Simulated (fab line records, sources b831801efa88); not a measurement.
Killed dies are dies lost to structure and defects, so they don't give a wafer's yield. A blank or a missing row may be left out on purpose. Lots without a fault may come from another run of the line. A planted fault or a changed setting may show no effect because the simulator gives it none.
fab line records | flow sky130
record lots=12 wafers=33 last_day=50
route steps=708 shown VT_ADJUST_NCORE@130 VT_ADJUST_HVTR@141 SONOS_TUNNEL@166 POLY_GATE@213 RES_PROTECT@214 PAD_OPEN@708
lots that met no fault: from a run of the same line without faults
start_h: hours from the record's first day to the start of the lot's first wafer shown | wait_h: hours since the lot's step before | " the same as in the row above | L1.1+2: a row that stands for several wafers | - no value, or no start given | * or withheld: withheld | < > ~ a bound
route shown NAME@n: a module of which the file shows steps, and the number in the route of the first | usual: mean/standard deviation of fault-free wafers | same: alike in all rows | chamber/n: place in a boat | sites: the reading at each site | _std_site: their standard deviation | _edge_site: outer sites' mean less inner sites' | radius_mm: how far each site lies from the wafer's centre | mask NAME#n: copy n | behind: the tool/chamber that last shaped the wafer | hold: why the lot was held/for how many hours/how that ended | device: the transistor (n, p or np) that didn't switch | end of line: the same wafers' tests at the end of the route | a step without rows: its recipe alone | killed: dies lost to structure and defects at the first sort, not the wafer's yield | map: a wafer's dies, x killed, . not, _ none there
set.NAME: the setting as run; set.NAME@STEP: as run at that earlier step | model.NAME: the simulator's own value behind a step, which no gauge read
steps of the route over a sample of lots; a table a step, a row a wafer
services: from which hour (start_h, from the record's first day; less than 0 if before it) a tool's chamber was out of use, for how many hours, and why
## steps
# step SKY_VT_ADJUST_NCORE_TW_MEAS_11
# usual VT_ADJUST_NCORE_TW=217.9/1.6
# columns lot.wafer tool chamber start_h wait_h VT_ADJUST_NCORE_TW
L629.2 film_metro-04 - 183.83 0.1 215.3
L629.3 " - " " 216.9
L629.5 " - " " 217.5
L630.4 film_metro-04 - 188.20 0.1 216.1
L630.5 " - " " 216.8
L630.6 " - " " 215.5
L632.1 film_metro-02 - 200.57 0.1 216.6
L632.3 " - " " 217.1
L632.6 " - " " 216.7
L636.1 film_metro-04 - 234.62 0.1 218.1
L636.2 " - " " 217.6
L636.3 " - " " 218.5
L638.1 film_metro-02 - 244.52 0.1 216.7
L638.6 " - " " 217.3
L639.3 film_metro-02 - 250.09 0.1 216.3
L639.6 " - " " 217.9
L640.1 film_metro-04 - 260.72 0.1 217.5
L640.3 " - " " 217.5
L644.2 film_metro-04 - 285.73 0.1 218.1
L644.3 " - " " 218.0
L644.6 " - " " 218.3
L647.3 film_metro-01 - 309.79 0.1 218.8
L647.4 " - " " 220.4
L647.6 " - " " 218.7
L649.1 film_metro-04 - 322.97 0.1 217.1
L649.2 " - " " 216.9
L649.3 " - " " 216.8
L650.3 film_metro-01 - 325.79 0.1 219.2
L650.4 " - " " 219.3
L650.5 " - " " 219.8
L651.2 film_metro-04 - 335.38 0.1 215.4
L651.4 " - " " 216.6
L651.6 " - " " 216.9
# step SKY_VT_ADJUST_HVTR_STRIP_10
# recipe chemistry=O2/N2 power_w=1400 pressure_mtorr=1500 platen_temp_c=withheld o2_flow_sccm=3000 n2_flow_sccm=300 overash_fraction=0.5
# usual drypump_motor_current_A=5.7/0.56 n2_flow_sccm=300.0/0.86 oes_product_au=0.716/0.0048 strip_time_to_endpoint_s=14.19/0.038
# columns lot.wafer tool chamber start_h wait_h drypump_motor_current_A n2_flow_sccm oes_product_au rf_hours_counter_h strip_time_to_endpoint_s
L629.2 plasma_asher-04 0 205.34 0.1 5.3 300.5 0.722 52 14.15
L629.3 " 0 " " 5.3 301.2 0.710 - 14.21
L629.5 " 0 " " 5.3 299.6 0.718 - 14.20
L630.4 plasma_asher-04 0 210.01 0.1 5.3 300.3 0.716 - 14.18
L630.5 " 0 " " 5.3 299.9 0.722 - 14.20
L630.6 " 1 " " 5.3 300.2 0.711 - 14.21
L632.1 plasma_asher-04 0 223.27 0.1 5.3 299.4 0.716 54 14.19
L632.3 " 0 " " 5.3 299.8 0.723 - 14.18
L632.6 " 1 " " 5.3 300.4 0.719 - 14.22
L636.1 plasma_asher-03 0 258.37 0.1 6.4 299.9 0.709 43 14.23
L636.2 " 1 " " 5.4 301.3 0.715 43 14.20
L636.3 " 1 " " 5.3 300.8 0.714 - 14.22
L638.1 plasma_asher-04 0 267.92 0.1 5.3 299.7 0.717 58 14.19
L638.6 " 1 " " 5.3 300.8 0.714 - 14.18
L639.3 plasma_asher-04 1 274.32 0.1 5.3 299.7 0.718 - 14.19
L639.6 " 1 " " 5.3 300.7 0.716 - 14.19
L640.1 plasma_asher-03 1 285.92 0.1 5.3 299.5 0.714 46 14.18
L640.3 " 1 " " 5.4 300.5 0.717 - 14.18
L644.2 plasma_asher-04 0 311.42 0.1 5.3 298.4 0.717 63 14.16
L644.3 " 1 " " 5.4 300.0 0.711 - 14.12
L644.6 " 0 " " 5.3 300.2 0.719 - 14.17
L647.3 plasma_asher-01 0 336.00 0.1 6.6 299.3 0.718 - 14.24
L647.4 " 1 " " 5.4 301.9 0.705 - 14.21
L647.6 " 0 " " 6.6 299.6 0.715 - 14.22
L649.1 plasma_asher-01 1 350.09 0.1 5.4 299.9 0.710 23 14.22
L649.2 " 0 " " 6.5 300.1 0.717 23 14.16
L649.3 " 0 " " 6.6 302.0 0.713 - 14.26
L650.3 plasma_asher-04 0 353.36 0.1 5.3 300.1 0.721 - 14.23
L650.4 " 1 " " 5.3 299.6 0.708 - 14.25
L650.5 " 1 " " 5.3 300.5 0.712 - 14.24
L651.2 plasma_asher-03 0 363.42 0.1 6.5 300.0 0.718 54 14.20
L651.4 " 0 " " 6.5 299.3 0.712 - 14.24
L651.6 " 1 " " 5.3 301.0 0.713 - 14.26
# step SKY_SONOS_TUNNEL_TW_MEAS_12
# usual SONOS_TUNNEL_TW=197.7/1.6
# columns lot.wafer tool chamber start_h wait_h SONOS_TUNNEL_TW
L629.2 film_metro-03 - 250.75 0.0 199.9
L629.3 " - " " 198.7
L629.5 " - " " 197.9
L630.4 film_metro-01 - 254.93 0.0 198.0
L630.5 " - " " 199.4
L630.6 " - " " 198.4
L632.1 film_metro-04 - 269.98 0.0 195.6
L632.3 " - " " 195.9
L632.6 " - " " 195.1
L636.1 film_metro-04 - 308.85 0.0 197.0
L636.2 " - " " 197.3
L636.3 " - " " 196.6
L638.1 film_metro-01 - 318.83 0.0 197.9
L638.6 " - " " 198.4
L639.3 film_metro-03 - 326.72 0.0 198.0
L639.6 " - " " 199.1
L640.1 film_metro-04 - 337.25 0.0 194.6
L640.3 " - " " 195.2
L644.2 film_metro-03 - 365.86 0.0 197.0
L644.3 " - " " 198.8
L644.6 " - " " 198.0
L647.3 film_metro-03 - 392.12 0.0 199.1
L647.4 " - " " 199.5
L647.6 " - " " 198.7
L649.1 film_metro-01 - 406.92 0.0 197.8
L649.2 " - " " 197.9
L649.3 " - " " 197.7
L650.3 film_metro-04 - 410.21 0.0 195.6
L650.4 " - " " 195.7
L650.5 " - " " 196.0
L651.2 film_metro-03 - 421.54 0.0 200.5
L651.4 " - " " 200.7
L651.6 " - " " 201.2
# step SKY_POLY_GATE_IMPLANT_02
# recipe species=P energy_kev=30 dose_cm2=7.7e+15 tilt_deg=0
# usual beam_on_s=34/3.1 faraday_current_uA=12521/1100
# columns lot.wafer tool chamber start_h wait_h beam_on_s faraday_current_uA
L629.2 implanter-03 0 341.04 0.1 34 12412
L629.3 " 0 " " 34 12536
L629.5 " 0 " " 33 12809
L630.4 implanter-01 0 341.44 0.1 30 14009
L630.5 " 0 " " 31 13592
L630.6 " 0 " " 29 14453
L632.1 implanter-04 0 358.52 0.1 37 11452
L632.3 " 0 " " 37 11495
L632.6 " 0 " " 38 11247
L636.1 implanter-03 0 401.13 0.1 34 12448
L636.2 " 0 " " 33 12716
L636.3 " 0 " " 34 12640
L638.1 implanter-04 0 416.93 0.1 55 7746
L638.6 " 0 " " 40 10784
L639.3 implanter-04 0 424.58 0.1 55 7739
L639.6 " 0 " " 38 11077
L640.1 implanter-04 0 434.38 0.1 55 7767
L640.3 " 0 " " 57 7520
L644.2 implanter-03 0 464.54 0.1 34 12246
L644.3 " 0 " " 33 12742
L644.6 " 0 " " 34 12665
L647.3 implanter-03 0 499.02 0.1 34 12676
L647.4 " 0 " " 34 12357
L647.6 " 0 " " 33 12718
L649.1 implanter-04 0 510.57 0.1 39 11036
L649.2 " 0 " " 38 11098
L649.3 " 0 " " 39 11015
L650.3 implanter-04 0 520.83 0.1 38 11302
L650.4 " 0 " " 39 11054
L650.5 " 0 " " 39 10915
L651.2 implanter-03 0 524.34 0.1 35 12212
L651.4 " 0 " " 33 12959
L651.6 " 0 " " 34 12328
# step SKY_RES_PROTECT_STRIP_07
# recipe chemistry=O2/N2 power_w=1400 pressure_mtorr=1500 platen_temp_c=withheld o2_flow_sccm=3000 n2_flow_sccm=300 overash_fraction=0.5
# usual drypump_motor_current_A=5.8/0.57 n2_flow_sccm=300.0/0.85 oes_product_au=0.518/0.0049 strip_time_to_endpoint_s=23.29/0.044
# columns lot.wafer tool chamber start_h wait_h drypump_motor_current_A n2_flow_sccm oes_product_au rf_hours_counter_h strip_time_to_endpoint_s
L629.2 plasma_asher-04 0 341.17 0.1 5.3 300.5 0.521 65 23.30
L629.3 " 1 " " 5.3 300.3 0.523 - 23.30
L629.5 " 0 " " 5.3 300.3 0.516 - 23.30
L630.4 plasma_asher-01 1 341.55 0.1 5.4 299.9 0.514 - 23.30
L630.5 " 1 " " 5.4 299.2 0.521 - 23.34
L630.6 " 0 " " 6.6 299.9 0.506 - 23.27
L632.1 plasma_asher-03 0 358.67 0.1 6.4 299.0 0.522 53 23.30
L632.3 " 0 " " 6.4 299.1 0.517 - 23.34
L632.6 " 0 " " 6.4 298.9 0.519 - 23.28
L636.1 plasma_asher-03 1 401.28 0.1 5.4 300.3 0.514 57 23.29
L636.2 " 0 " " 6.5 299.9 0.512 57 23.26
L636.3 " 0 " " 6.4 300.1 0.523 - 23.28
L638.1 plasma_asher-03 1 417.08 0.1 5.3 301.0 0.497 59 24.80
L638.6 " 1 " " 5.3 300.1 0.511 - 23.34
L639.3 plasma_asher-03 1 424.71 0.1 5.3 301.0 0.492 - 24.77
L639.6 " 0 " " 6.5 300.4 0.522 - 23.27
L640.1 plasma_asher-04 0 434.53 0.1 5.3 301.0 0.507 75 24.75
L640.3 " 0 " " 5.3 300.4 0.507 - 24.74
L644.2 plasma_asher-04 0 464.67 0.1 5.3 300.4 0.517 78 23.32
L644.3 " 1 " " 5.3 298.7 0.513 - 23.32
L644.6 " 1 " " 5.3 298.5 0.513 - 23.27
L647.3 plasma_asher-03 0 499.15 0.1 6.4 299.7 0.509 - 23.28
L647.4 " 1 " " 5.4 299.1 0.522 - 23.29
L647.6 " 0 " " 6.4 299.8 0.513 - 23.28
L649.1 plasma_asher-01 1 510.72 0.1 5.4 301.6 0.518 39 23.32
L649.2 " 0 " " 6.6 300.7 0.515 39 23.34
L649.3 " 1 " " 5.4 301.3 0.515 - 23.33
L650.3 plasma_asher-03 0 520.96 0.1 6.4 300.2 0.527 - 23.26
L650.4 " 1 " " 5.4 300.8 0.516 - 23.28
L650.5 " 0 " " 6.4 300.2 0.521 - 23.30
L651.2 plasma_asher-04 0 524.47 0.1 5.3 300.7 0.513 84 23.26
L651.4 " 1 " " 5.3 300.6 0.518 - 23.32
L651.6 " 1 " " 5.3 299.9 0.508 - 23.28
# step SKY_RES_PROTECT_TW_MEAS_08
# usual POLY_GATE_TW=4039/36
# columns lot.wafer tool chamber start_h wait_h POLY_GATE_TW
L629.2 film_metro-03 - 341.28 0.1 4059
L629.3 " - " " 4073
L629.5 " - " " 4079
L630.4 film_metro-01 - 341.65 0.1 4045
L630.5 " - " " 4048
L630.6 " - " " 4040
L632.1 film_metro-03 - 358.77 0.1 4076
L632.3 " - " " 4071
L632.6 " - " " 4060
L636.1 film_metro-03 - 401.38 0.1 4055
L636.2 " - " " 4057
L636.3 " - " " 4066
L638.1 film_metro-03 - 417.18 0.1 4175
L638.6 " - " " 4074
L639.3 film_metro-03 - 424.80 0.1 4190
L639.6 " - " " 4109
L640.1 film_metro-04 - 434.63 0.1 4093
L640.3 " - " " 4084
L644.2 film_metro-03 - 464.78 0.1 4052
L644.3 " - " " 4055
L644.6 " - " " 4059
L647.3 film_metro-04 - 499.24 0.1 3981
L647.4 " - " " 3999
L647.6 " - " " 3972
L649.1 film_metro-01 - 510.82 0.1 4045
L649.2 " - " " 4049
L649.3 " - " " 4024
L650.3 film_metro-04 - 521.05 0.1 4014
L650.4 " - " " 4015
L650.5 " - " " 4022
L651.2 film_metro-03 - 524.58 0.1 4060
L651.4 " - " " 4052
L651.6 " - " " 4064
# step SKY_PAD_OPEN_PROBE_99
# usual killed_at_M0_to_M3=42/6.1 killed_at_M4_up=3.4/2 killed_at_contacts=23/4.8 killed_at_front_end=15/3.8 killed_at_other=0.3/0.48 killed_dies=84/8.5 killed_open=46/6.8 killed_short=38/6.2
# same gross_dies=492 killed_at_back_side=0
# columns lot.wafer tool chamber start_h wait_h killed_at_M0_to_M3 killed_at_M4_up killed_at_contacts killed_at_front_end killed_at_other killed_dies killed_open killed_short
L636.1 prober-02 - 1125.09 0.1 42 4 15 13 0 74 43 31
L636.2 prober-02 - 1125.14 0.1 48 5 28 17 0 98 47 51
L636.3 prober-02 - 1125.19 0.2 32 3 24 12 0 71 46 25
# killed by level:class
L636.1 VIA1:geometric_particle:open=10 CONTACT:geometric_particle:open=8 METAL1:geometric_particle:short=8 VIA2:geometric_particle:open=8 FIELD_ISO:geometric_particle:open=6 VIA2:geometric_particle:short=4 POLY_GATE:geometric_particle:open=3 LI_CONTACT:geometric_particle:open=3
L636.2 CONTACT:geometric_particle:open=9 METAL1:geometric_particle:short=9 VIA1:geometric_particle:open=9 METAL2:geometric_particle:short=7 CONTACT:geometric_particle:short=6 FIELD_ISO:geometric_particle:short=5 VIA3:geometric_particle:open=5 LI_CONTACT:geometric_particle:open=5
L636.3 VIA1:geometric_particle:open=9 LI_CONTACT:geometric_particle:open=8 VIA2:geometric_particle:open=6 VIA3:geometric_particle:open=6 CONTACT:geometric_particle:open=5 CONTACT:geometric_particle:short=5 POLY_GATE:geometric_particle:open=4 METAL1:geometric_particle:short=4
## services
# columns tool chamber start_h hours kind
plasma_asher-03 - 181.63 1.3 repair
plasma_asher-01 - 184.97 2.3 repair
implanter-03 - 205.65 1.7 repair
plasma_asher-01 - 246.70 2.5 repair
implanter-03 - 247.46 5.5 pm
implanter-04 - 353.48 3.6 repair
plasma_asher-01 - 356.30 3.4 repair
plasma_asher-03 - 376.58 2.9 repair
implanter-01 - 398.97 0.6 repair
implanter-03 - 413.98 3.0 pm
implanter-04 - 420.58 0.7 repair
implanter-01 - 425.94 10.6 pm
implanter-01 - 441.80 3.7 pm
implanter-01 - 445.46 7.7 repair
implanter-04 - 452.00 3.9 pm
## key
first_sign step=SKY_POLY_GATE_IMPLANT_02 reading=beam_on_s direction=up sigmas=7 usual=34 struck=56
effect step=SKY_POLY_GATE_IMPLANT_02 reading=faraday_current_uA direction=down sigmas=4.5 usual=12521 struck=7693
effect step=SKY_RES_PROTECT_STRIP_07 reading=strip_time_to_endpoint_s direction=up sigmas=33 usual=* struck=*
effect step=SKY_RES_PROTECT_TW_MEAS_08 reading=POLY_GATE_TW direction=up sigmas=2.7 usual=4039 struck=4135
met_at SKY_POLY_GATE_IMPLANT_02
struck_lots L638,L639,L640
struck_wafers L638.1,L639.3,L640.1,L640.3
tester_left_out L638,L639,L640
not_acting_at SKY_VT_ADJUST_NCORE_TW_MEAS_11,SKY_VT_ADJUST_HVTR_STRIP_10,SKY_SONOS_TUNNEL_TW_MEAS_12
onset_between 358.52 416.93
fault kind=process_parameter_drift tool=implanter-04 chamber=- onset_h=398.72 steps=SKY_POLY_GATE_IMPLANT_02 channel=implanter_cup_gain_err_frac offset=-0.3 shape=step end_h=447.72 scope=struck_wafers_only
# tester_left_out: of these lots the tester's yield and bins aren't shown, on N5 and GAA mostly nor the transistor test; their killed dies are dies lost to structure and defects alone, not to doping, threshold or leakage, so they don't give the yield
